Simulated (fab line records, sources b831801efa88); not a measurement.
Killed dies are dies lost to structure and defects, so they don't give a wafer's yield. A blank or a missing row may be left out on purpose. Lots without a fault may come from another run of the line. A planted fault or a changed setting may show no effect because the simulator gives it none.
Chamber matching | flow gf180mcu | GF_V5_ETCH_16 on rie_diel-02: 4 sister chambers
The step etches BARC in N2/H2. 14 wafers are shown with their chamber, then 7 later ones without.

WAFERS WITH THEIR CHAMBER
wafer  | chamber | drypump_motor_current_A (A) | rf_fwd_power_W (W) | oes_product_au (a.u.)
L076.2 | 1       | 5.6                         | 493.8              | 0.861
L076.3 | 0       | 5.6                         | 494.0              | 0.852
L076.4 | 3       | 6.5                         | 490.6              | 0.851
L078.1 | 1       | 5.6                         | 493.7              | 0.861
L078.4 | 0       | 5.6                         | 494.5              | 0.857
L078.5 | 2       | 5.2                         | 492.5              | 0.863
L082.2 | 0       | 5.6                         | 494.8              | 0.860
L082.5 | 3       | 6.6                         | 492.4              | 0.846
L082.6 | 2       | 5.2                         | 496.8              | 0.867
L086.1 | 2       | 5.2                         | 496.9              | 0.862
L086.4 | 1       | 5.5                         | 493.7              | 0.862
L086.6 | 2       | 5.2                         | 497.8              | 0.861
L088.2 | 2       | 5.3                         | 495.6              | 0.858
L088.3 | 3       | 6.6                         | 489.8              | 0.855

SIGNATURES (means of the wafers above)
reading                 | chamber 0 | chamber 1 | chamber 2 | chamber 3 | scatter within a chamber
drypump_motor_current_A | 5.600     | 5.567     | 5.220     | 6.567     | 0.0462
rf_fwd_power_W          | 494.433   | 493.733   | 495.920   | 490.933   | 1.45
oes_product_au          | 0.85633   | 0.86133   | 0.86220   | 0.85067   | 0.00342
Rule: a wafer's distance from a chamber is the root of the sum, over the readings, of the square of ((its reading less the chamber's mean) divided by the reading's scatter). The wafer belongs to the nearest chamber; if the next one is less than 2 further off, it can't be placed. The scatter: the root of (the sum of the squares of (reading less its chamber's mean) over the shown wafers, divided by (wafers less chambers)).

WAFERS WITHOUT THEIR CHAMBER
wafer  | drypump_motor_current_A (A) | rf_fwd_power_W (W) | oes_product_au (a.u.)
L088.5 | 5.7                         | 497.8              | 0.845
L094.1 | 6.5                         | 491.5              | 0.863
L094.2 | 5.6                         | 493.7              | 0.849
L094.6 | 5.6                         | 493.6              | 0.860
L096.2 | 5.6                         | 495.5              | 0.851
L096.3 | 5.6                         | 491.7              | 0.853
L096.4 | 6.5                         | 491.1              | 0.856

WHICH CHAMBER EACH WENT THROUGH
wafer  | from the rows above     | in truth
L088.5 | can't be placed: 0 or 1 | 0
L094.1 | 3                       | 3
L094.2 | can't be placed: 0 or 1 | 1
L094.6 | can't be placed: 1 or 0 | 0
L096.2 | can't be placed: 0 or 1 | 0
L096.3 | can't be placed: 0 or 1 | 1
L096.4 | 3                       | 3
Placed correctly: 2 of 7. Can't be placed from these rows: 5 (the true chamber is among the candidates in 5). Placed wrongly: 0.
